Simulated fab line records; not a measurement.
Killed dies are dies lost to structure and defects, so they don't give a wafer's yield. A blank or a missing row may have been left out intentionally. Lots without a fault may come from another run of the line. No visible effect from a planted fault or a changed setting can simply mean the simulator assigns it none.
fab line records    flow sky130
[record] lots = 7  wafers = 21  last-day = 50
route steps=708 shown METAL4@622 PAD_OPEN@708
lots with no fault: from the same line, run without faults
start-h: the number of hours between the record's first day and the start of the first shown wafer of the lot    wait-h: hours elapsed since this lot's preceding step    " identical to the entry in the row above    L1.1+2: a row that stands for several wafers    - no value, or no start given    * or withheld: withheld    < > ~ a bound
route shown NAME@n: a module of which the file shows steps, and the number in the route of the first    usual: the fault-free wafers' mean and standard deviation    same: alike in all rows    chamber/n: place in a boat    sites: per-site readings    _std_site: their standard deviation    _edge_site: mean of outer sites minus mean of inner sites    radius-mm: how far each site lies from the wafer's centre    mask NAME#n: copy n    behind: the last tool/chamber to shape the wafer    hold: why the lot went on hold/how many hours it stayed there/how the hold came to an end    device: which transistor (n, p or np) failed to switch    end of line: the route-end tests of the same wafers    for a step that has no rows: nothing shown but its recipe    killed: count of dies lost to structure and defects at first sort (not the wafer's yield)    map: per-die view of a wafer (x killed, . not killed, _ where there is no die)
set.NAME: the setting as run; set.NAME@STEP: as run at that earlier step    model.NAME: the simulator's own value behind a step, which no gauge read
lots at selected steps of the route; one table per step, one row per wafer
services: the hour from which a tool's chamber was out of use, counted from the record's first day as start-h (under 0 if before that day), plus the number of hours and why
[[steps]]
[step SKY_METAL4_HMDS_06]
[recipe] prime-time-s = 60  prime-temp-c = 120
[step SKY_METAL4_COAT_07]
[recipe] resist = BARC  temp-c = withheld  time-s = withheld  spin-rpm = 3000  resist-thk-nm = 60
[step SKY_METAL4_COAT_08]
[recipe] resist = KrF-thick  spin-rpm = 3000  resist-thk-nm = 1140
[step SKY_METAL4_SOFTBAKE_09]
[recipe] temp-c = 100  time-s = 90  resist = KrF-thick
[step SKY_METAL4_EXPOSE_10]
[recipe] mask-id = MM4  na = 0.68  source-shape = annular  sigma-inner = 0.4  sigma-outer = 0.8  target-cd-nm = 300  dose-mj = 28
[step SKY_METAL4_PEB_11]
[recipe] peb-temp-c = withheld  peb-time-s = withheld  resist = KrF-thick
[step SKY_METAL4_DEVELOP_12]
[recipe] develop-time-s = 60  resist = KrF-thick  dev-temp-c = 21
[step SKY_METAL4_CD_MEAS_13]
[recipe] target-cd-nm = 300
[usual] cd-nm = 299.8/1.6
lot.wafer  tool       chamber  start-h  wait-h  cd-nm
L249.3     cd-sem-01  -        996.39   -       301.3
L249.4     "          -        "        "       300.8
L249.6     "          -        "        "       302.6
L255.1     cd-sem-01  -        1035.20  -       298.6
L255.4     "          -        "        "       298.2
L255.5     "          -        "        "       297.2
L263.3     cd-sem-02  -        1089.18  -       300.4
L263.4     "          -        "        "       299.1
L263.6     "          -        "        "       296.9
L262.1     cd-sem-01  -        1090.85  -       298.9
L262.2     "          -        "        "       298.3
L262.3     "          -        "        "       299.0
L265.1     cd-sem-01  -        1100.42  -       300.8
L265.3     "          -        "        "       300.8
L265.5     "          -        "        "       299.4
L264.1     cd-sem-02  -        1104.02  -       299.7
L264.4     "          -        "        "       300.4
L264.5     "          -        "        "       302.5
L269.2     cd-sem-01  -        1120.42  -       300.5
L269.5     "          -        "        "       299.4
L269.6     "          -        "        "       300.3
[step SKY_METAL4_OVL_MEAS_14]
[usual] METAL4_OVL = -1/5.4
lot.wafer  tool        chamber  start-h  wait-h  METAL4_OVL[nm]
L249.3     overlay-01  -        996.48   0.1     -9
L249.4     "           -        "        "       -9
L249.6     "           -        "        "       -11
L255.1     overlay-01  -        1035.32  0.1     -2
L255.4     "           -        "        "       -2
L255.5     "           -        "        "       5
L263.3     overlay-01  -        1089.27  0.1     7
L263.4     "           -        "        "       2
L263.6     "           -        "        "       0
L262.1     overlay-02  -        1090.97  0.1     0
L262.2     "           -        "        "       4
L262.3     "           -        "        "       7
L265.1     overlay-02  -        1100.54  0.1     12
L265.3     "           -        "        "       9
L265.5     "           -        "        "       5
L264.1     overlay-02  -        1104.14  0.1     -1
L264.4     "           -        "        "       -9
L264.5     "           -        "        "       4
L269.2     overlay-01  -        1120.53  0.1     -5
L269.5     "           -        "        "       -5
L269.6     "           -        "        "       -10
[step SKY_METAL4_DESCUM_15]
[recipe] chemistry = O2  source-power-w = 150  bias-power-w = 0  pressure-mtorr = 10  temp-c = 40  time-s = 8
[usual] drypump-motor-current-A = 6.0/0.34  oes-product-au = 0.998/0.0087  rf-fwd-power-W = 147.0/0.78
lot.wafer  tool          chamber  start-h  wait-h  drypump-motor-current-A  oes-product-au  rf-fwd-power-W  rf-hours-counter-h
L249.3     rie-metal-03  0        996.52   0.0     6.3                      0.991           146.4           -
L249.4     "             1        "        "       5.5                      0.999           146.7           -
L249.6     "             1        "        "       5.5                      1.013           147.4           -
L255.1     rie-metal-01  0        1035.36  0.0     6.2                      1.008           145.7           18
L255.4     "             1        "        "       6.0                      0.989           147.4           -
L255.5     "             0        "        "       6.2                      0.996           146.6           -
L263.3     rie-metal-03  1        1089.31  0.0     5.6                      1.013           146.5           -
L263.4     "             0        "        "       6.3                      0.989           147.3           -
L263.6     "             1        "        "       5.5                      1.006           147.6           -
L262.1     rie-metal-01  1        1091.01  0.0     6.0                      1.000           147.9           17
L262.2     "             0        "        "       6.2                      1.009           146.4           22
L262.3     "             1        "        "       6.0                      0.992           148.0           -
L265.1     rie-metal-01  1        1100.58  0.0     6.0                      0.986           147.6           18
L265.3     "             1        "        "       6.0                      0.999           147.6           -
L265.5     "             0        "        "       6.2                      0.989           145.3           -
L264.1     rie-metal-01  1        1104.18  0.0     6.0                      1.008           147.9           18
L264.4     "             1        "        "       6.0                      1.015           148.4           -
L264.5     "             0        "        "       6.1                      1.004           146.1           -
L269.2     rie-metal-03  1        1120.56  0.0     5.5                      1.011           147.4           10
L269.5     "             0        "        "       6.3                      1.002           146.6           -
L269.6     "             1        "        "       5.5                      1.004           147.3           -
[step SKY_METAL4_ETCH_16]
[recipe] chemistry = N2/H2  target = BARC  ion-energy-ev = 200  bias-w = 100  pressure-mtorr = 30  n2-flow-sccm = 100  h2-flow-sccm = 200  icp-w = 500  stop-on = SiO2  time-s = 88.2  target-depth-a = 600
[usual] drypump-motor-current-A = 6.0/0.34  oes-product-au = 0.625/0.0041  rf-fwd-power-W = 496.4/1.8  throttle-valve-pct = 13.205/0.0089
lot.wafer  tool          chamber  start-h  wait-h  drypump-motor-current-A  oes-product-au  rf-fwd-power-W  rf-hours-counter-h  throttle-valve-pct
L249.3     rie-metal-03  0        996.57   0.0     6.3                      0.618           499.1           -                   13.203
L249.4     "             1        "        "       5.6                      0.627           498.2           -                   13.200
L249.6     "             1        "        "       5.5                      0.629           498.0           -                   13.196
L255.1     rie-metal-01  0        1035.39  0.0     6.2                      0.630           494.0           18                  13.196
L255.4     "             1        "        "       6.0                      0.635           494.4           -                   13.217
L255.5     "             0        "        "       6.2                      0.620           495.0           -                   13.218
L263.3     rie-metal-03  1        1089.36  0.0     5.6                      0.625           495.7           -                   13.206
L263.4     "             0        "        "       6.3                      0.627           496.8           -                   13.206
L263.6     "             1        "        "       5.6                      0.630           495.2           -                   13.189
L262.1     rie-metal-01  1        1091.04  0.0     6.0                      0.620           495.9           17                  13.216
L262.2     "             0        "        "       6.2                      0.622           495.3           22                  13.187
L262.3     "             1        "        "       6.0                      0.626           494.0           -                   13.200
L265.1     rie-metal-01  1        1100.61  0.0     6.0                      0.630           498.0           18                  13.195
L265.3     "             1        "        "       6.0                      0.629           496.7           -                   13.203
L265.5     "             0        "        "       6.2                      0.625           498.7           -                   13.212
L264.1     rie-metal-01  1        1104.21  0.0     6.0                      0.625           496.6           18                  13.197
L264.4     "             1        "        "       6.0                      0.619           495.0           -                   13.212
L264.5     "             0        "        "       6.1                      0.625           495.1           -                   13.211
L269.2     rie-metal-03  1        1120.59  0.0     5.6                      0.623           496.8           10                  13.203
L269.5     "             0        "        "       6.3                      0.627           497.6           -                   13.192
L269.6     "             1        "        "       5.5                      0.627           498.2           -                   13.191
[step SKY_METAL4_ETCH_17]
[recipe] target = SiO2  stop-on = TiN  chemistry = C4F8/O2/Ar  source-w = 1500  bias-w = 1200  pressure-mtorr = 40  c4f8-flow-sccm = withheld  O2_flow_sccm = 6  Ar_flow_sccm = 300  time-s = 3.9  target-depth-a = 150
[usual] oes-product-au = 0.755/0.0067  rf-fwd-power-W = 1470/8.6
lot.wafer  tool         chamber  start-h  wait-h  oes-product-au  rf-fwd-power-W  rf-hours-counter-h
L249.3     rie-diel-01  3        996.64   0.0     0.756           1457            9
L249.4     "            1        "        "       0.755           1477            2
L249.6     "            1        "        "       0.763           1478            -
L255.1     rie-diel-04  1        1035.49  0.1     0.742           1458            17
L255.4     "            0        "        "       0.759           1473            13
L255.5     "            3        "        "       0.753           1470            -
L263.3     rie-diel-02  0        1089.43  0.0     0.755           1466            12
L263.4     "            2        "        "       0.764           1469            15
L263.6     "            1        "        "       0.762           1471            -
L262.1     rie-diel-02  3        1091.14  0.1     0.762           1476            8
L262.2     "            2        "        "       0.747           1473            16
L262.3     "            1        "        "       0.757           1459            30
L265.1     rie-diel-01  3        1100.71  0.1     0.754           1469            12
L265.3     "            2        "        "       0.757           1457            11
L265.5     "            0        "        "       0.767           1469            -
L264.1     rie-diel-01  3        1104.31  0.1     0.751           1464            12
L264.4     "            1        "        "       0.751           1483            6
L264.5     "            2        "        "       0.768           1462            -
L269.2     rie-diel-02  2        1120.69  0.1     0.756           1477            17
L269.5     "            2        "        "       0.750           1475            -
L269.6     "            0        "        "       0.759           1459            -
[step SKY_METAL4_METAL_ETCH_18]
[recipe] target-depth-a = 8450  stop-on = SiO2  over-etch-frac = 0.3  time-s = 183.1  chemistry = Cl2/BCl3  resist-sidewall-deg = 88  pressure-mtorr = 10  icp-w = 900  bias-w = 48.5  Cl2_flow_sccm = 60  bcl3-flow-sccm = 30
[usual] drypump-motor-current-A = 6.1/0.32  oes-product-au = 0.868/0.0067  rf-fwd-power-W = 896/3.1  throttle-valve-pct = 22.264/0.0088
lot.wafer  tool          chamber  start-h  wait-h  drypump-motor-current-A  oes-product-au  rf-fwd-power-W  rf-hours-counter-h  throttle-valve-pct  model.KrF-thick_of_METAL4_COAT_08.thk-nm  model.METAL4.cd-nm  model.SiO2_of_VIA3_HDPCVD_00.thk-nm
L249.3     rie-metal-01  0        996.72   0.1     6.2                      0.867           892             -                   22.280              526.9                                     302.5               434.2
L249.4     "             1        "        "       6.0                      0.868           897             -                   22.250              530.3                                     303.6               434.1
L249.6     "             0        "        "       6.1                      0.865           893             -                   22.271              524.3                                     302.9               435.5
L255.1     rie-metal-02  1        1035.51  0.0     6.6                      0.853           895             13                  22.258              520.4                                     302.6               434.7
L255.4     "             1        "        "       6.6                      0.861           894             -                   22.261              519.5                                     303.2               434.9
L255.5     "             0        "        "       5.8                      0.865           900             -                   22.257              531.4                                     293.6               434.4
L263.3     rie-metal-01  0        1089.51  0.1     6.2                      0.863           891             -                   22.267              527.6                                     306.6               435.4
L263.4     "             1        "        "       6.0                      0.860           902             -                   22.261              524.4                                     301.8               434.6
L263.6     "             1        "        "       6.0                      0.860           901             -                   22.249              530.1                                     299.1               435.8
L262.1     rie-metal-02  1        1091.16  0.0     6.6                      0.873           1038            17                  22.269              450.2                                     293.5               432.2
L262.2     "             0        "        "       5.8                      0.866           899             24                  22.252              530.2                                     299.8               434.4
L262.3     "             1        "        "       6.6                      0.877           1034            -                   22.271              459.3                                     291.9               432.3
L265.1     rie-metal-02  1        1100.73  0.0     6.6                      0.874           1038            18                  22.258              448                                       296.3               430.3
L265.3     "             0        "        "       5.8                      0.870           894             -                   22.275              528.5                                     300.5               434.8
L265.5     "             0        "        "       5.8                      0.866           897             -                   22.260              527.7                                     298.4               434.8
L264.1     rie-metal-02  0        1104.33  0.0     5.8                      0.867           897             25                  22.254              526                                       296.7               434.8
L264.4     "             1        "        "       6.6                      0.869           1037            -                   22.256              458                                       296.3               431.4
L264.5     "             0        "        "       5.8                      0.873           896             -                   22.263              527.5                                     297.4               433.6
L269.2     rie-metal-01  1        1120.71  0.0     6.0                      0.860           903             19                  22.286              524.4                                     300                 434.6
L269.5     "             1        "        "       6.0                      0.860           900             -                   22.259              527.5                                     297.3               435.8
L269.6     "             0        "        "       6.2                      0.872           896             -                   22.274              528.5                                     302.8               434.5
[step SKY_METAL4_STRIP_19]
[recipe] chemistry = O2/N2  power-w = 1400  pressure-mtorr = 1500  platen-temp-c = withheld  o2-flow-sccm = 3000  n2-flow-sccm = 300  overash-fraction = 0.5
[usual] drypump-motor-current-A = 5.7/0.43  oes-product-au = 0.503/0.0048  strip-time-to-endpoint-s = 6.56/0.058
lot.wafer  tool             chamber  start-h  wait-h  drypump-motor-current-A  oes-product-au  rf-hours-counter-h  strip-time-to-endpoint-s
L249.3     plasma-asher-03  1        996.87   0.1     5.8                      0.503           -                   6.54
L249.4     "                0        "        "       6.4                      0.506           -                   6.56
L249.6     "                0        "        "       6.5                      0.500           -                   6.49
L255.1     plasma-asher-01  1        1035.69  0.1     5.7                      0.504           124                 6.48
L255.4     "                0        "        "       5.1                      0.503           -                   6.47
L255.5     "                0        "        "       5.1                      0.505           -                   6.58
L263.3     plasma-asher-03  1        1089.66  0.1     5.8                      0.497           -                   6.53
L263.4     "                0        "        "       6.5                      0.503           -                   6.51
L263.6     "                1        "        "       5.8                      0.504           -                   6.57
L262.1     plasma-asher-01  1        1091.34  0.1     5.7                      0.466           3                   5.77
L262.2     "                0        "        "       5.1                      0.494           3                   6.56
L262.3     "                0        "        "       5.1                      0.480           -                   5.88
L265.1     plasma-asher-01  1        1100.91  0.1     5.7                      0.466           4                   5.74
L265.3     "                1        "        "       5.7                      0.497           -                   6.56
L265.5     "                1        "        "       5.7                      0.505           -                   6.53
L264.1     plasma-asher-01  0        1104.51  0.1     5.1                      0.505           4                   6.51
L264.4     "                1        "        "       5.7                      0.477           -                   5.85
L264.5     "                1        "        "       5.7                      0.509           -                   6.57
L269.2     plasma-asher-01  0        1120.89  0.1     5.1                      0.490           6                   6.51
L269.5     "                0        "        "       5.1                      0.499           -                   6.53
L269.6     "                1        "        "       5.7                      0.502           -                   6.55
[step SKY_METAL4_STRIP_20]
[recipe] chemistry = post-etch-residue-remover  time-s = 1200  temp-c = 72.5
[step SKY_PAD_OPEN_PROBE_99]
[usual] defect-limited-yield = 82.8/1.8  killed_at_M0_to_M3 = 42/6.4  killed_at_M4_up = 3.0/2  killed-at-contacts = 24/5.2  killed-at-front-end = 14/4.2  killed-at-other = 0.4/0.72  killed-dies = 84/9  killed-on-rim = 16/3.7  killed-open = 46/6.6  killed-short = 38/6  sort_bin_3_pad_short = 0.9/0.4  sort_bin_5_function = 10.1/1.4  sort_bin_6_memory = 6.2/1.1  sort-n-pass = 408/9  sort-yield-pct = 82.8/1.8
[same] gross-dies = 492  killed-at-back-side = 0  sort_bin_4_leakage[%] = 0  sort_bin_8_speed[%] = 0
lot.wafer  tool       chamber  start-h  wait-h  defect-limited-yield[%]  killed_at_M0_to_M3  killed_at_M4_up  killed-at-contacts  killed-at-front-end  killed-at-other  killed-dies  killed-on-rim  killed-open  killed-short  sort_bin_3_pad_short[%]  sort_bin_5_function[%]  sort_bin_6_memory[%]  sort-n-pass  sort-yield-pct[%]  model.etest.met4.width-nm  model.etest.met4.line-ohm-um
L249.3     prober-01  -        1089.98  0.2     80.1                     46                  10               25                  17                   0                98           18             55           43            1.2                      10.6                    8.1                   394          80.1               298.4                      0.143
L249.4     prober-01  -        1090.03  0.2     82.1                     41                  6                21                  20                   0                88           19             44           44            1.0                      8.1                     8.7                   404          82.1               302.6                      0.1399
L249.6     prober-01  -        1090.13  0.2     81.3                     48                  4                23                  16                   1                92           17             47           45            1.0                      11.6                    6.1                   400          81.3               303.1                      0.139
L255.1     prober-01  -        1125.38  0.1     85.4                     27                  5                23                  16                   1                72           15             38           33            0.4                      10.4                    3.9                   420          85.4               303.4                      0.1409
L255.4     prober-01  -        1125.53  0.2     83.5                     50                  0                13                  18                   0                81           13             43           38            0.8                      9.6                     6.1                   411          83.5               308.6                      0.1372
L255.5     prober-01  -        1125.58  0.2     83.3                     39                  1                27                  15                   0                82           16             45           37            0.8                      9.6                     6.3                   410          83.3               295.1                      0.1464
L263.3     prober-01  -        1169.81  0.2     83.3                     39                  1                22                  20                   0                82           12             45           37            0.4                      10.4                    5.9                   410          83.3               304                        0.1408
L263.4     prober-01  -        1169.86  0.2     83.3                     47                  2                22                  11                   0                82           11             47           35            0.2                      9.6                     6.9                   410          83.3               299.2                      0.1415
L263.6     prober-01  -        1169.96  0.2     82.7                     43                  5                23                  14                   0                85           10             48           37            0.6                      10.6                    6.1                   407          82.7               301.8                      0.1442
L262.1     prober-02  -        1172.51  0.1     80.9                     47                  0                25                  21                   1                94           19             53           41            0.6                      12.4                    6.1                   398          80.9               294.6                      0.1431
L262.2     prober-02  -        1172.56  0.1     82.1                     41                  3                25                  19                   0                88           16             47           41            1.4                      10.6                    5.9                   404          82.1               302.3                      0.1405
L262.3     prober-02  -        1172.61  0.2     79.5                     51                  2                36                  12                   0                101          23             48           53            0.8                      12.2                    7.5                   391          79.5               291.4                      0.1463
L265.1     prober-01  -        1181.00  0.1     81.1                     39                  4                25                  25                   0                93           16             41           51            0.8                      8.7                     9.3                   399          81.1               296.6                      0.142
L265.3     prober-01  -        1181.10  0.2     81.1                     49                  5                23                  16                   0                93           18             52           41            0.8                      10.0                    8.1                   399          81.1               300.1                      0.1429
L265.5     prober-01  -        1181.20  0.2     84.3                     41                  2                22                  12                   0                77           12             58           18            0.6                      9.6                     5.5                   415          84.3               299.4                      0.1419
L264.1     prober-02  -        1183.58  0.1     87.8                     27                  3                20                  10                   0                60           9              31           29            0.4                      8.5                     3.3                   432          87.8               296                        0.1443
L264.4     prober-02  -        1183.73  0.2     82.5                     47                  0                30                  9                    0                86           18             46           40            1.2                      11.8                    4.5                   406          82.5               296.9                      0.1439
L264.5     prober-02  -        1183.78  0.2     81.9                     49                  0                29                  10                   1                89           16             46           42            1.6                      9.8                     6.7                   403          81.9               297.4                      0.1426
L269.2     prober-02  -        1197.37  0.1     83.5                     41                  9                16                  15                   0                81           21             41           40            1.0                      9.1                     6.3                   411          83.5               300.9                      0.1436
L269.5     prober-02  -        1197.52  0.2     79.1                     53                  3                28                  17                   2                103          21             48           55            0.8                      11.6                    8.5                   389          79.1               298.6                      0.1443
L269.6     prober-02  -        1197.57  0.2     80.3                     51                  4                24                  17                   1                97           16             54           43            0.4                      14.4                    4.9                   395          80.3               302.7                      0.1414
// killed by level:class
L249.3 VIA1:geometric-particle:open=14 CONTACT:geometric-particle:open=8 VIA3:geometric-particle:open=7 VIA2:geometric-particle:open=7 METAL4:geometric-particle:short=7 LI_CONTACT:geometric-particle:open=6 FIELD_ISO:geometric-particle:short=5 CONTACT:geometric-particle:short=4
L249.4 VIA1:geometric-particle:open=10 CONTACT:geometric-particle:open=8 POLY_GATE:geometric-particle:short=7 CONTACT:geometric-particle:short=7 VIA1:geometric-particle:short=6 METAL2:geometric-particle:short=6 VIA3:geometric-particle:open=5 VIA2:geometric-particle:open=5
L249.6 METAL2:geometric-particle:short=10 VIA1:geometric-particle:open=9 CONTACT:geometric-particle:open=7 VIA3:geometric-particle:open=7 LI_CONTACT:geometric-particle:open=6 CONTACT:geometric-particle:short=6 POLY_GATE:geometric-particle:short=5 VIA1:geometric-particle:short=5
L255.1 FIELD_ISO:geometric-particle:short=8 CONTACT:geometric-particle:open=8 LI_CONTACT:geometric-particle:open=6 CONTACT:geometric-particle:short=6 METAL2:geometric-particle:short=6 VIA1:geometric-particle:open=5 VIA3:geometric-particle:open=5 METAL1:geometric-particle:open=4
L255.4 VIA2:geometric-particle:open=9 METAL1:geometric-particle:short=6 VIA1:geometric-particle:open=6 METAL2:geometric-particle:short=5 VIA3:geometric-particle:short=5 FIELD_ISO:geometric-particle:short=4 FIELD_ISO:geometric-particle:open=4 POLY_GATE:geometric-particle:open=4
L255.5 CONTACT:geometric-particle:open=9 LI_CONTACT:geometric-particle:open=8 VIA2:geometric-particle:open=7 CONTACT:geometric-particle:short=6 VIA3:geometric-particle:open=6 FIELD_ISO:geometric-particle:short=5 METAL1:geometric-particle:open=4 POLY_GATE:geometric-particle:short=4
L263.3 VIA1:geometric-particle:open=10 LI_CONTACT:geometric-particle:open=8 CONTACT:geometric-particle:open=6 FIELD_ISO:geometric-particle:short=5 VIA2:geometric-particle:open=5 LOCAL_INTERCONNECT:geometric-particle:short=4 METAL1:geometric-particle:short=4 METAL2:geometric-particle:short=4
L263.4 VIA1:geometric-particle:open=10 CONTACT:geometric-particle:open=10 VIA1:geometric-particle:short=7 VIA3:geometric-particle:open=6 LI_CONTACT:geometric-particle:open=5 VIA2:geometric-particle:open=5 METAL2:geometric-particle:short=5 METAL3:geometric-particle:short=4
L263.6 VIA2:geometric-particle:open=13 CONTACT:geometric-particle:open=8 VIA1:geometric-particle:open=7 VIA3:geometric-particle:open=6 LI_CONTACT:geometric-particle:open=5 CONTACT:geometric-particle:short=5 METAL3:geometric-particle:short=5 VIA3:geometric-particle:short=5
L262.1 CONTACT:geometric-particle:open=12 VIA3:geometric-particle:open=9 LI_CONTACT:geometric-particle:open=7 VIA1:geometric-particle:open=7 VIA1:geometric-particle:short=6 FIELD_ISO:geometric-particle:short=5 METAL3:geometric-particle:short=5 METAL1:geometric-particle:short=5
L262.2 CONTACT:geometric-particle:open=10 VIA1:geometric-particle:open=9 LI_CONTACT:geometric-particle:open=7 VIA1:geometric-particle:short=7 LOCAL_INTERCONNECT:geometric-particle:short=6 VIA2:geometric-particle:open=6 METAL1:geometric-particle:short=5 VIA3:geometric-particle:open=5
L262.3 VIA1:geometric-particle:open=10 LI_CONTACT:geometric-particle:open=9 CONTACT:geometric-particle:open=8 METAL1:geometric-particle:short=7 CONTACT:geometric-particle:short=7 METAL2:geometric-particle:short=7 LI_CONTACT:geometric-particle:short=6 VIA3:geometric-particle:open=6
L265.1 CONTACT:geometric-particle:open=12 VIA1:geometric-particle:open=8 VIA3:geometric-particle:short=7 FIELD_ISO:geometric-particle:short=6 CONTACT:geometric-particle:short=5 VIA2:geometric-particle:short=5 VIA3:geometric-particle:open=5 POLY_GATE:geometric-particle:short=4
L265.3 VIA1:geometric-particle:open=11 LI_CONTACT:geometric-particle:open=8 CONTACT:geometric-particle:open=7 VIA2:geometric-particle:open=7 VIA3:geometric-particle:open=6 METAL2:geometric-particle:short=5 POLY_GATE:geometric-particle:short=4 METAL1:geometric-particle:short=4
L265.5 VIA1:geometric-particle:open=17 LI_CONTACT:geometric-particle:open=7 CONTACT:geometric-particle:open=7 VIA2:geometric-particle:open=6 VIA3:geometric-particle:open=5 POLY_GATE:geometric-particle:open=4 FIELD_ISO:geometric-particle:open=3 LOCAL_INTERCONNECT:geometric-particle:open=3
L264.1 VIA1:geometric-particle:open=6 METAL1:geometric-particle:short=6 LI_CONTACT:geometric-particle:open=5 CONTACT:geometric-particle:open=5 METAL2:geometric-particle:short=5 CONTACT:geometric-particle:short=4 FIELD_ISO:geometric-particle:short=3 POLY_GATE:geometric-particle:open=3
L264.4 VIA1:geometric-particle:open=13 VIA2:geometric-particle:open=8 LOCAL_INTERCONNECT:geometric-particle:short=7 VIA3:geometric-particle:open=7 CONTACT:geometric-particle:short=6 CONTACT:geometric-particle:open=6 METAL2:geometric-particle:short=6 LI_CONTACT:geometric-particle:short=5
L264.5 VIA1:geometric-particle:open=8 CONTACT:geometric-particle:open=8 METAL1:geometric-particle:short=8 VIA1:geometric-particle:short=8 VIA3:geometric-particle:open=8 LI_CONTACT:geometric-particle:open=7 METAL2:geometric-particle:short=5 FIELD_ISO:geometric-particle:short=4
L269.2 VIA1:geometric-particle:open=8 VIA2:geometric-particle:open=6 CONTACT:geometric-particle:open=6 VIA3:geometric-particle:open=6 METAL4:geometric-particle:short=6 FIELD_ISO:geometric-particle:short=5 METAL1:geometric-particle:short=5 VIA1:geometric-particle:short=5
L269.5 METAL1:geometric-particle:short=11 VIA2:geometric-particle:open=9 VIA1:geometric-particle:open=8 LI_CONTACT:geometric-particle:open=8 CONTACT:geometric-particle:short=7 LI_CONTACT:geometric-particle:short=6 CONTACT:geometric-particle:open=6 VIA3:geometric-particle:open=6
L269.6 VIA1:geometric-particle:open=11 CONTACT:geometric-particle:open=10 VIA2:geometric-particle:open=8 FIELD_ISO:geometric-particle:short=7 VIA3:geometric-particle:open=7 VIA1:geometric-particle:short=5 LOCAL_INTERCONNECT:geometric-particle:short=4 VIA3:geometric-particle:short=4
[[services]]
tool             chamber  start-h  hours  kind
rie-metal-01     -        993.12   0.4    repair
rie-metal-03     -        996.96   28.1   pm
plasma-asher-01  -        1023.66  1.1    repair
plasma-asher-03  -        1032.31  14.6   pm
rie-diel-04      -        1041.71  1.4    repair
rie-diel-04      -        1046.15  0.9    repair
plasma-asher-01  -        1055.32  9.0    pm
plasma-asher-01  0        1055.32  9.0    vent-cycle
plasma-asher-01  1        1055.32  9.0    vent-cycle
rie-diel-02      0        1056.84  4.3    repair
plasma-asher-01  0        1064.32  -      clean
plasma-asher-01  1        1064.32  -      clean
rie-metal-02     -        1082.17  2.8    pm
rie-diel-02      -        1105.52  0.4    repair
rie-diel-02      1        1109.25  -      clean
rie-diel-02      1        1109.25  19.9   scheduled-down
rie-diel-02      1        1109.25  19.9   vent-cycle
[[key]]
[first-sign] step = SKY_METAL4_METAL_ETCH_18  reading = rf-fwd-power-W  direction = up  sigmas = 46  usual = 896  struck = 1037
[effect] step = SKY_METAL4_STRIP_19  reading = strip-time-to-endpoint-s  direction = down  sigmas = 13  usual = *  struck = *
[model-effect] step = SKY_METAL4_METAL_ETCH_18  value = KrF-thick_of_METAL4_COAT_08.thk-nm  without = 527.7  struck = 453.9
[model-effect] step = SKY_PAD_OPEN_PROBE_99  value = etest.met4.width-nm  without = 304.5  struck = 294.9
met-at SKY_METAL4_METAL_ETCH_18
struck-wafers L262.1,L262.3,L264.4,L265.1
onset-between 1035.51 1091.16
[fault] kind = process-parameter-drift  tool = rie-metal-02  chamber = 1  onset-h = 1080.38  steps = SKY_METAL4_METAL_ETCH_18  channel = icp-w  offset = 144  shape = step  end-h = 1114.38  acts-in = these-recipes-only  stated = 900
